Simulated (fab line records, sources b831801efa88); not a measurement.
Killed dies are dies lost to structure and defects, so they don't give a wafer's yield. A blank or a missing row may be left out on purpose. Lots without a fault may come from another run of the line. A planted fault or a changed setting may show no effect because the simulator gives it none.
Split-lot experiment | flow sfq_line | 5 lots, 23 wafers read, on a route of 325 steps

THE SPLIT
At SFQ_TRILAYER_M4_LITHO_PEB_096 (peb time 60 s), the setting peb_temp_c was moved away from the recipe's 115 C on 10 of the 23 wafers read, by -2.2% to +2.4%. The other wafers ran this setting at the recipe's value.

FROM THE SPLIT TO THE READING: what the file shows between them, 1 step
- SFQ_TRILAYER_M4_LITHO_DEVELOP_095: time 60 s

THE READING
M4.cd_nm (the simulator's own value, which no gauge read), in nm, at SFQ_TRILAYER_M4_BARC_OPEN_METAL_ETCH_123 (etches BARC in O2, target depth 125 nm, time 41.7 s). The file gives no usual value for it. The 13 wafers here that ran the recipe average 499.9 nm, standard deviation 1 nm.

wafer  | tool, chamber at the split | peb_temp_c as run, C | against the recipe | M4.cd_nm, nm | against lot-mates on the recipe
L074.2 | litho_track-04, 0          | 117.1                | +1.8%              | 465.8        | -34.2
L074.3 | litho_track-04, 0          | 115                  | recipe             | 500.1        | -
L074.4 | litho_track-04, 0          | 115                  | recipe             | 499.9        | -
L074.5 | litho_track-04, 0          | 115                  | recipe             | 500          | -
L074.6 | litho_track-04, 0          | 117.1                | +1.8%              | 465.1        | -34.9
L075.1 | litho_track-04, 0          | 116.4                | +1.2%              | 474.7        | -26.4
L075.3 | litho_track-04, 0          | 115                  | recipe             | 500.5        | -
L075.4 | litho_track-04, 0          | 116.4                | +1.2%              | 475.5        | -25.6
L075.5 | litho_track-04, 0          | 116.4                | +1.2%              | 476.7        | -24.4
L075.6 | litho_track-04, 0          | 115                  | recipe             | 501.6        | -
L078.1 | litho_track-04, 0          | 115                  | recipe             | 498.9        | -
L078.2 | litho_track-04, 0          | 115                  | recipe             | 501.5        | -
L078.6 | litho_track-04, 0          | 115                  | recipe             | 499.3        | -
L080.1 | litho_track-03, 0          | 117.8                | +2.4%              | 454.3        | -44.1
L080.2 | litho_track-03, 0          | 115                  | recipe             | 498.3        | -
L080.4 | litho_track-03, 0          | 117.8                | +2.4%              | 454.2        | -44.2
L080.5 | litho_track-03, 0          | 117.8                | +2.4%              | 454.1        | -44.3
L080.6 | litho_track-03, 0          | 115                  | recipe             | 498.5        | -
L084.1 | litho_track-04, 0          | 112.5                | -2.2%              | 550.3        | +50.5
L084.3 | litho_track-04, 0          | 115                  | recipe             | 499.7        | -
L084.4 | litho_track-04, 0          | 115                  | recipe             | 499          | -
L084.5 | litho_track-04, 0          | 115                  | recipe             | 500.8        | -
L084.6 | litho_track-04, 0          | 112.5                | -2.2%              | 548.5        | +48.7

THE FIT
A straight line over all 23 wafers: M4.cd_nm changes by -20.2 nm for each +1% of peb_temp_c; r = -1.00; the points scatter about the line by 2.1 nm.
The same after taking each lot's own level away (the mean of its wafers on the recipe; 23 wafers): -20.1 nm for each +1%; r = -1.00; scatter 2.4 nm.
On that fit, the largest move of peb_temp_c shifts the reading by 49 nm.
The lots' own levels span 498.40 to 501.05 nm, that is 2.6 times the standard deviation above.
So the lot-to-lot level changes the slope little: the two slopes agree.
Check: with one of the wafers moved furthest among these (+2.4%) left out of the fit, the line predicts -48.4 nm for it against its lot-mates. It came out at -44.1 nm against them.

OTHER SPLITS ON THESE WAFERS
These wafers also went through other splits before the reading. Each is held against what the fit with the lots' levels taken away leaves over:
other split on the same wafers               | wafers away from the commonest value | r with M4.cd_nm (lot level and that fit taken away)
SFQ_TRILAYER_M2_LITHO_EXPOSE_058 dose_mj     | 9                                    | -0.39
SFQ_TRILAYER_I2_DEP_PECVD_063 time_s         | 9                                    | -0.28
SFQ_TRILAYER_I2_VIA_LITHO_EXPOSE_068 dose_mj | 5                                    | +0.38
SFQ_TRILAYER_M3_LITHO_PEB_078 peb_time_s     | 11                                   | +0.09
SFQ_TRILAYER_M3_ETCH_METAL_ETCH_078 icp_w    | 9                                    | -0.14
SFQ_TRILAYER_I3_VIA_LITHO_PEB_088 peb_temp_c | 4                                    | -0.09
SFQ_TRILAYER_M4_DEP_SPUTTER_091 time_s       | 7                                    | +0.21

THE FILE'S OWN FIT
M4.cd_nm changes by -20 nm for each +1% of peb_temp_c, r = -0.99.
